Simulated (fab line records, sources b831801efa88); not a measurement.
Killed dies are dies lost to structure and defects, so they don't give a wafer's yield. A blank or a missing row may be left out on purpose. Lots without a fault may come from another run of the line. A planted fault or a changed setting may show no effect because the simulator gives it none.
Chamber matching | flow sky130 | SKY_VIA2_ETCH_14 on rie_diel-01: 4 sister chambers
The step etches BARC in N2/H2, stops on SiO2, time 45.9 s, target depth 60 nm. 18 wafers are shown with their chamber, then 9 later ones without.

WAFERS WITH THEIR CHAMBER
wafer  | chamber | n2_flow_sccm (sccm) | throttle_valve_pct (%) | oes_product_au (a.u.)
L076.1 | 1       | 99.9                | 13.221                 | 0.857
L076.5 | 0       | 100.4               | 13.228                 | 0.852
L076.6 | 3       | 100.2               | 13.221                 | 0.858
L077.2 | 1       | 100.2               | 13.222                 | 0.857
L077.3 | 0       | 100.2               | 13.225                 | 0.860
L077.4 | 3       | 99.6                | 13.222                 | 0.857
L079.2 | 0       | 100.0               | 13.236                 | 0.861
L079.3 | 2       | 100.7               | 13.211                 | 0.857
L079.5 | 2       | 100.4               | 13.220                 | 0.852
L084.1 | 2       | 100.6               | 13.223                 | 0.858
L084.3 | 1       | 100.1               | 13.235                 | 0.851
L084.5 | 2       | 99.7                | 13.216                 | 0.856
L085.3 | 3       | 99.6                | 13.208                 | 0.857
L085.5 | 1       | 100.1               | 13.236                 | 0.860
L085.6 | 2       | 99.9                | 13.229                 | 0.847
L088.1 | 0       | 100.1               | 13.223                 | 0.854
L088.2 | 1       | 100.1               | 13.236                 | 0.864
L088.3 | 3       | 100.2               | 13.240                 | 0.854

SIGNATURES (means of the wafers above)
reading            | chamber 0 | chamber 1 | chamber 2 | chamber 3 | scatter within a chamber
n2_flow_sccm       | 100.175   | 100.080   | 100.260   | 99.900    | 0.301
throttle_valve_pct | 13.22800  | 13.23000  | 13.21980  | 13.22275  | 0.00864
oes_product_au     | 0.85675   | 0.85780   | 0.85400   | 0.85650   | 0.00415
Rule: a wafer's distance from a chamber is the root of the sum, over the readings, of the square of ((its reading less the chamber's mean) divided by the reading's scatter). The wafer belongs to the nearest chamber; if the next one is less than 2 further off, it can't be placed. The scatter: the root of (the sum of the squares of (reading less its chamber's mean) over the shown wafers, divided by (wafers less chambers)).

WAFERS WITHOUT THEIR CHAMBER
wafer  | n2_flow_sccm (sccm) | throttle_valve_pct (%) | oes_product_au (a.u.)
L090.2 | 99.3                | 13.228                 | 0.868
L090.4 | 100.4               | 13.230                 | 0.863
L090.5 | 99.9                | 13.200                 | 0.853
L096.2 | 99.8                | 13.219                 | 0.856
L096.3 | 100.1               | 13.223                 | 0.854
L096.6 | 100.0               | 13.231                 | 0.859
L097.2 | 99.6                | 13.229                 | 0.858
L097.3 | 100.1               | 13.228                 | 0.858
L097.5 | 100.2               | 13.214                 | 0.854

WHICH CHAMBER EACH WENT THROUGH
wafer  | from the rows above               | in truth
L090.2 | can't be placed: 3 or 1 or 0 or 2 | 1
L090.4 | can't be placed: 1 or 0 or 3 or 2 | 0
L090.5 | can't be placed: 2 or 3 or 0 or 1 | 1
L096.2 | can't be placed: 3 or 2 or 0 or 1 | 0
L096.3 | can't be placed: 2 or 3 or 0 or 1 | 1
L096.6 | can't be placed: 1 or 0 or 3 or 2 | 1
L097.2 | can't be placed: 3 or 1 or 0 or 2 | 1
L097.3 | can't be placed: 1 or 0 or 3 or 2 | 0
L097.5 | can't be placed: 2 or 3 or 0 or 1 | 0
Placed correctly: 0 of 9. Can't be placed from these rows: 9 (the true chamber is among the candidates in 9). Placed wrongly: 0.
